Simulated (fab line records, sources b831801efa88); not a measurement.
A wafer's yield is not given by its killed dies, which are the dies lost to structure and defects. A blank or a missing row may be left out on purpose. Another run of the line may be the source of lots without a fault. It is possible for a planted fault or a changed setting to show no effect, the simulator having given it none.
Which tool did it? ; flow gf180mcu ; 13 lots with 39 wafers sampled at 4 steps, on a route of 602 steps

## WHAT EACH GAUGE READ, for each wafer
GF_V1_THK_MEAS_25: measures by xrf. Usual: V1_W_THK typically reads 349 nm, with standard deviation 5.4.
lot;measured;on;V1_W_THK (nm);flag
L987;day 18 07:52;film_metro-01;352 355 352;
L989;day 18 22:40;film_metro-02;341 346 345;
L991;day 19 15:26;film_metro-02;347 343 352;
L992;day 20 05:38;film_metro-02;340 339 343;
L994;day 20 20:48;film_metro-03;361 358 356;
L995;day 21 08:42;film_metro-03;352 350 348;
L997;day 22 00:41;film_metro-02;337 342 340;
L998;day 22 10:16;film_metro-02;344 344 346;
L100;day 23 00:28;film_metro-03;353 357 357;
L101;day 23 10:04;film_metro-01;350 351 349;
L102;day 23 23:20;film_metro-02;344 346 347;
L103;day 24 02:29;film_metro-02;342 346 343;
L104;day 24 14:58;film_metro-01;351 349 351;

GF_V2_OVL_MEAS_15. Usual: V2_OVL typically reads -3 nm, with standard deviation 5.3.
lot;measured;on;V2_OVL (nm);flag
L987;day 20 10:14;overlay-02;0 0 0;
L989;day 21 01:52;overlay-01;6 1 3;
L991;day 21 17:51;overlay-02;-4 -7 -6;
L992;day 22 07:24;overlay-01;-5 1 0;
L994;day 22 21:49;overlay-02;-8 0 -9;
L995;day 23 09:45;overlay-02;-4 -3 -13;
L997;day 24 00:45;overlay-02;-7 1 4;
L998;day 24 09:47;overlay-01;4 -4 8;
L100;day 24 23:05;overlay-02;-1 0 0;
L101;day 25 07:52;overlay-01;5 -5 1;
L102;day 25 20:43;overlay-01;-7 1 -2;
L103;day 26 01:51;overlay-01;-1 1 6;
L104;day 26 11:53;overlay-01;-10 -7 -14;

GF_M3_CD_MEAS_14 targets a cd of 280 nm. Usual: cd_nm reads 279.9 nm (standard deviation 1.2).
lot;measured;on;cd_nm (nm);flag
L987;day 21 11:40;cd_sem-02;281.0 280.6 280.2;
L989;day 22 03:24;cd_sem-01;279.1 280.0 279.9;
L991;day 22 18:51;cd_sem-02;280.2 279.4 280.1;
L992;day 23 08:04;cd_sem-01;278.7 278.8 280.4;
L994;day 23 21:11;cd_sem-02;280.2 279.8 279.9;
L995;day 24 09:24;cd_sem-01;278.0 278.9 279.0;
L997;day 25 00:11;cd_sem-02;279.9 279.7 279.5;
L998;day 25 08:36;cd_sem-02;280.7 281.3 280.2;
L100;day 25 21:57;cd_sem-02;279.9 280.6 281.7;
L101;day 26 06:24;cd_sem-01;278.7 280.7 277.3;
L102;day 26 19:08;cd_sem-02;284.3 285.1 284.7;OFF
L103;day 27 00:37;cd_sem-02;283.0 284.5 283.9;OFF
L104;day 27 10:34;cd_sem-02;278.7 278.0 278.5;

## EACH LOT AND THE TOOL THAT RAN IT (in order: tool; ch and the chambers of the sampled wafers; start)
lot;GF_M3_SOFTBAKE_10
L987;litho_track-04 ch 0, day 20 23:31
L989;litho_track-04 ch 0, day 21 15:42
L991;litho_track-02 ch 0, day 22 07:16
L992;litho_track-04 ch 0, day 22 20:18
L994;litho_track-02 ch 0, day 23 10:25
L995;litho_track-04 ch 0, day 23 22:15
L997;litho_track-02 ch 0, day 24 13:17
L998;litho_track-04 ch 0, day 24 22:06
L100;litho_track-03 ch 0, day 25 11:25
L101;litho_track-04 ch 0, day 25 19:57
L102;litho_track-04 ch 0, day 26 08:51
L103;litho_track-04 ch 0, day 26 13:50
L104;litho_track-03 ch 0, day 27 00:10
- GF_M3_SOFTBAKE_10: time 60 s.

## WHAT THE TOOLS THEMSELVES READ (means of the sampled wafers that have a number; where no wafer has one, the mark that the record gives instead)
GF_M3_SOFTBAKE_10. Usual: heater_power_total_W 93.05 W, standard deviation 0.062; run_length_s 89.07 s, standard deviation 0.25.
lot;tool;heater_power_total_W (W);run_length_s (s);flag
L987;litho_track-04;93.01;89.06;
L989;litho_track-04;92.99;89.07;
L991;litho_track-02;93.08;88.86;
L992;litho_track-04;93.09;88.99;
L994;litho_track-02;93.05;88.77;
L995;litho_track-04;93.09;89.07;
L997;litho_track-02;93.02;88.75;
L998;litho_track-04;93.04;89.06;
L100;litho_track-03;93.01;89.38;
L101;litho_track-04;93.04;89.11;
L102;litho_track-04;99.60;77.63;OFF
L103;litho_track-04;99.65;77.73;OFF
L104;litho_track-03;93.06;89.43;

## THE ANSWER, worked out from the rows above alone
Rule: lot off if the mean of its wafers having a number is beyond 3 standard deviations from the usual mean. Also off: a lot with no number at a reading for which 4 or more lots have one. Where the step has rows for the other lots, those lots are counted as sound. The gauges are gone through in route order, then the tools' own readings, and for those a lot's mean is taken as printed above. The first step at which some lot is off is used, and at that step the reading that is off furthest; a lot without a number counts as furthest.
Off: L102, L103, at GF_M3_CD_MEAS_14 (cd_nm).
A tool fits if, at a process step before that reading, it ran every lot that is off, and no sound lot after the first of them. Not tried: the gauges at GF_M3_CD_MEAS_14; whatever is off there is also off at GF_M3_SOFTBAKE_10, on other tools, and gauge error can't account for it. One fits: GF_M3_SOFTBAKE_10 on litho_track-04. A fault onset in the window from L101 (day 25 19:57, its last sound lot) to L102 (day 26 08:51, its first lot off) fits.
The tool's own readings at GF_M3_SOFTBAKE_10 bear it out: on the lots that are off they differ by more than 5 times the standard deviation of the sound lots' means. heater_power_total_W reads 99.62 W there against 93.04 W on the sound lots; run_length_s reads 77.68 s there against 89.05 s on the sound lots.

## WHAT WAS PUT IN BY THE SIMULATOR
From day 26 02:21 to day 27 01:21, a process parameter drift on litho_track-04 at GF_M3_SOFTBAKE_10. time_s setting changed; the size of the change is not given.
Struck lots among those shown: L102, L103. The rule given above showed the same thing.
